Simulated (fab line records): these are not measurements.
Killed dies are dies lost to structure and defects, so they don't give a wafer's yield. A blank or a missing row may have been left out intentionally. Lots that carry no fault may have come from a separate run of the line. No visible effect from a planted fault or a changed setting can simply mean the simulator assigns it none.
fab line records -- flow sky130
[record] lots = 14, wafers = 42, lastDay = 50
route steps=708 shown LI_CONTACT@386
lots that met no fault: taken from a fault-free run of the same line
startH: hours from the record's opening day to when the first of the lot's shown wafers began -- waitH: how many hours have passed since the lot's step before this one -- " unchanged from the row above -- L1.1+2: a single row standing in for several wafers -- - no value present, or no start provided -- * or withheld: withheld -- < > ~ a bound
route shown NAME@n: names a module that has steps shown in the file, with the first one's number in the route -- usual: mean/standard deviation taken from wafers without a fault -- same: alike in all rows -- chamber/n: place in a boat -- sites: each site's reading -- _std_site: the standard deviation of these -- _edge_site: the outer-site mean with the inner-site mean subtracted -- radiusMm: for every site, how far away it sits from the centre of the wafer -- mask NAME#n: copy n -- behind: the last tool/chamber to shape the wafer -- hold: what put the lot on hold/how long, in hours/how the hold closed -- device: whichever transistor did not switch (one of n, p or np) -- end of line: the same wafers' tests at the end of the route -- where a step has no rows: the recipe by itself -- killed: dies lost to structure and defects at the first sort, not the wafer's yield -- map: a wafer's dies, x killed, . not, _ none there
set.NAME: the setting as run; set.NAME@STEP: as run at that earlier step -- model.NAME: the simulator's own value behind a step, which no gauge read
route steps across a sampled set of lots; one table per step, one row per wafer
services: from which hour (startH, from the record's first day; less than 0 if before it) a tool's chamber was out of use, for how many hours, and why
[[steps]]
[step SKY_LI_CONTACT_CMP_24]
[recipe] stopOn = PSG, tOverpolishS = 20, downForcePsi = 3.5, platenRpm = 60, targetThkNm = 0, padVelocityMS = 0.94248
[usual] motorCurrentA = 11.8/1.2, overpolishRunS = 20.001/0.0088, platenRpm = 60.00/0.033, slurryFlowMlMin = 150.0/0.43, timeToEndpointS = 96/4.1
lot.wafer,tool,chamber,startH,waitH,motorCurrentA,overpolishRunS,platenRpm,slurryFlowMlMin,timeToEndpointS
L712.3,cmp-02,0,677.28,0.1,13.6,19.982,60.04,150.1,95
L712.5,cmp-02,2,677.28,0.1,11.3,20.015,59.96,149.4,86
L712.6,cmp-02,3,677.28,0.1,12.5,20.004,59.92,150.0,88
L713.1,cmp-01,0,695.85,0.1,10.1,19.990,59.99,150.0,102
L713.4,cmp-01,1,695.85,0.1,11.7,20.002,60.00,149.9,103
L713.2,cmp-01,2,695.85,0.1,11.8,19.999,60.01,150.2,97
L715.4,cmp-02,1,710.67,0.1,11.4,19.989,59.95,150.6,97
L715.3,cmp-02,2,710.67,0.1,11.8,19.992,60.02,149.4,97
L715.5,cmp-02,1,710.67,0.1,11.2,20.003,59.98,150.2,97
L714.2,cmp-01,0,713.17,0.1,10.3,19.993,60.03,150.4,100
L714.1,cmp-01,2,713.17,0.1,11.7,20.002,60.00,149.9,96
L714.5,cmp-01,0,713.17,0.1,10.0,20.001,60.00,149.5,98
L716.2,cmp-02,2,721.27,0.0,10.8,19.995,59.96,150.4,93
L716.3,cmp-02,1,721.27,0.0,11.2,20.000,59.97,150.7,91
L716.5,cmp-02,3,721.27,0.0,12.8,19.988,60.00,149.9,95
L717.2,cmp-02,0,729.03,0.1,14.6,20.000,60.00,150.3,97
L717.6,cmp-02,3,729.03,0.1,12.5,20.006,59.96,150.5,95
L717.5,cmp-02,0,729.03,0.1,13.0,20.002,60.03,150.4,98
L719.3,cmp-02,0,733.70,0.0,13.7,20.004,59.99,150.2,98
L719.4,cmp-02,3,733.70,0.0,12.8,20.002,59.97,150.5,98
L719.6,cmp-02,0,733.70,0.0,13.6,19.989,60.05,149.8,98
L721.3,cmp-02,3,759.32,0.1,12.9,20.005,60.03,150.7,94
L721.2,cmp-02,0,759.32,0.1,13.6,19.986,60.00,150.6,91
L721.6,cmp-02,3,759.32,0.1,13.1,20.011,59.99,149.2,92
L722.1,cmp-01,2,769.71,0.1,11.7,20.021,59.98,150.5,97
L722.3,cmp-01,3,769.71,0.1,10.6,20.001,59.98,150.2,97
L722.6,cmp-01,2,769.71,0.1,12.1,20.004,60.08,149.7,93
L729.3,cmp-02,0,810.32,0.1,14.2,19.999,66.05,149.8,85
L729.4,cmp-02,1,810.32,0.1,11.6,20.002,66.05,149.6,88
L729.5,cmp-02,2,810.32,0.1,11.5,19.991,65.95,149.9,82
L730.4,cmp-02,1,824.68,0.1,11.6,19.994,66.01,149.2,90
L730.3,cmp-02,3,824.68,0.1,12.8,20.014,66.00,150.3,86
L730.5,cmp-02,1,824.68,0.1,10.8,19.981,65.99,150.1,89
L731.1,cmp-01,2,826.98,0.1,12.0,20.003,59.94,149.8,97
L731.6,cmp-01,0,826.98,0.1,9.7,19.986,60.01,150.0,103
L731.5,cmp-01,1,826.98,0.1,12.7,20.005,59.90,150.1,99
L732.1,cmp-01,2,841.56,0.2,12.4,20.000,59.96,150.0,96
L732.2,cmp-01,3,841.56,0.2,10.6,19.989,60.01,150.4,100
L732.5,cmp-01,0,841.56,0.2,10.5,19.992,60.00,150.2,101
L735.4,cmp-01,1,858.02,0.1,11.6,20.009,60.01,150.0,100
L735.6,cmp-01,0,858.02,0.1,10.2,20.012,59.96,150.2,100
L735.5,cmp-01,1,858.02,0.1,11.1,20.011,60.05,150.4,101
[[services]]
tool,chamber,startH,hours,kind
cmp-01,-,655.78,3.3,repair
cmp-01,-,678.90,1.1,repair
cmp-01,-,696.67,0.3,repair
cmp-01,-,736.25,9.0,repair
cmp-02,-,737.28,1.4,repair
cmp-01,-,745.20,4.0,pm
cmp-01,-,749.20,-,consumableReplace:conditioner
cmp-01,-,749.20,-,consumableReplace:pad
cmp-02,-,784.96,0.7,repair
cmp-01,-,823.52,1.5,repair
cmp-01,-,827.18,5.9,pm
cmp-02,-,830.92,0.2,repair
cmp-02,-,840.00,6.9,pm
[[key]]
[firstSign] step = SKY_LI_CONTACT_CMP_24, reading = platenRpm, direction = up, sigmas = 99+, usual = 60.00, struck = 66.01
[effect] step = SKY_LI_CONTACT_CMP_24, reading = timeToEndpointS, direction = down, sigmas = 2.4, usual = *, struck = *
metAt SKY_LI_CONTACT_CMP_24
struckLots L729,L730
testerLeftOut L729,L730
onsetBetween 759.32 810.32
[fault] kind = processParameterDrift, tool = cmp-02, chamber = -, onsetH = 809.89, steps = SKY_LI_CONTACT_CMP_24, channel = platenRpm, offset = 6, shape = step, endH = 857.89, actsIn = theseRecipesOnly, stated = 60
// testerLeftOut: of these lots the tester's yield and bins aren't shown, on N5 and GAA mostly nor the transistor test; their killed dies are dies lost to structure and defects alone, not to doping, threshold or leakage, so they don't give the yield
